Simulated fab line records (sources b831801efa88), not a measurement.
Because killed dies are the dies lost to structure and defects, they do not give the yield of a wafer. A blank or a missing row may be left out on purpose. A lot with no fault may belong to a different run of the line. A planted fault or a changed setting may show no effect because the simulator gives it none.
A struck lot beside a sound one -- flow sky130 -- 14 steps out of a route of 708
Sound: the wafers L577.3, L577.4, L577.6. Wafers struck: L569.1, L569.3, L569.5. The cause is named last.
At each step with rows: each side's tool, then ch and its chambers, then its first start. Under that, the readings that differ: sound wafers -- struck wafers -- difference of the means -- sigmas: that difference in standard deviations of wafers without a fault.
alike: same words and numbers on both sides, and readings whose means sit less than 2 such deviations apart. not compared: any withheld reading, any reading some wafer has no value for, any bound like >300 that may hide the same value, and any number with overlapping values for which the record gives no deviation.
A row with sigmas, a row that says differs or no value, or rows on one side alone: a step with any of these is where the two part. When numbers do not overlap yet have no deviation, they are printed without sigmas and do not part them. A reading that every wafer of one side lacks parts them only if that side has two wafers or more.

first, 4 steps without rows for these wafers: SKY_DNWELL_EXPOSE_04 (exposes mask DNM, target cd 3000 nm); SKY_DNWELL_PEB_05; SKY_DNWELL_DEVELOP_06 (develop time 60 s); SKY_DNWELL_IMPLANT_07.
SKY_DNWELL_STRIP_08: strips in O2/N2.
  sound on plasma asher-03 ch 0,1, day 6 10:15; struck on plasma asher-04 ch 0,1, day 4 20:20
  alike: drypump motor current A, oes product au, strip time to endpoint s
  not compared: rf hours counter h
SKY_DNWELL_TW_MEAS_09:
  sound on film metro-03 at day 6 10:20; struck on film metro-03 at day 4 20:26
  alike: DNWELL_TW
then, 6 steps without rows for these wafers: SKY_PWDE_DEHYDRATE_00 (time 60 s); SKY_PWDE_HMDS_01 (prime time 60 s); SKY_PWDE_COAT_02 (resist thk 3000 nm); SKY_PWDE_SOFTBAKE_03; SKY_PWDE_EXPOSE_04 (exposes mask PWDEM, target cd 840 nm); SKY_PWDE_PEB_05.
SKY_PWDE_DEVELOP_06: develop time 60 s.
  sound on litho track-04 ch 0, day 7 00:00; struck on litho track-02, day 5 13:00
  no value came back on the struck wafers for chill plate temp C (C), develop time s (s), exhaust pa (Pa); on the sound wafers chill plate temp C (C) reads 23.04 22.97 23.02
SKY_PWDE_OVL_MEAS_07:
  sound on overlay-02 at day 7 00:49; struck on overlay-01 at day 5 13:59
reading,sound,struck,difference,sigmas
PWDE_OVL (nm),-0.6 1.1 0.2,- - -,no value on the struck wafers,

## WHERE THEY PART
First at SKY_PWDE_DEVELOP_06; last, within this record, at SKY_PWDE_OVL_MEAS_07.

WHY: what had been put in by the simulator
Whole step skipped at SKY_PWDE_DEVELOP_06 on litho track-02, starting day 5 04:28. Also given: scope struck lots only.
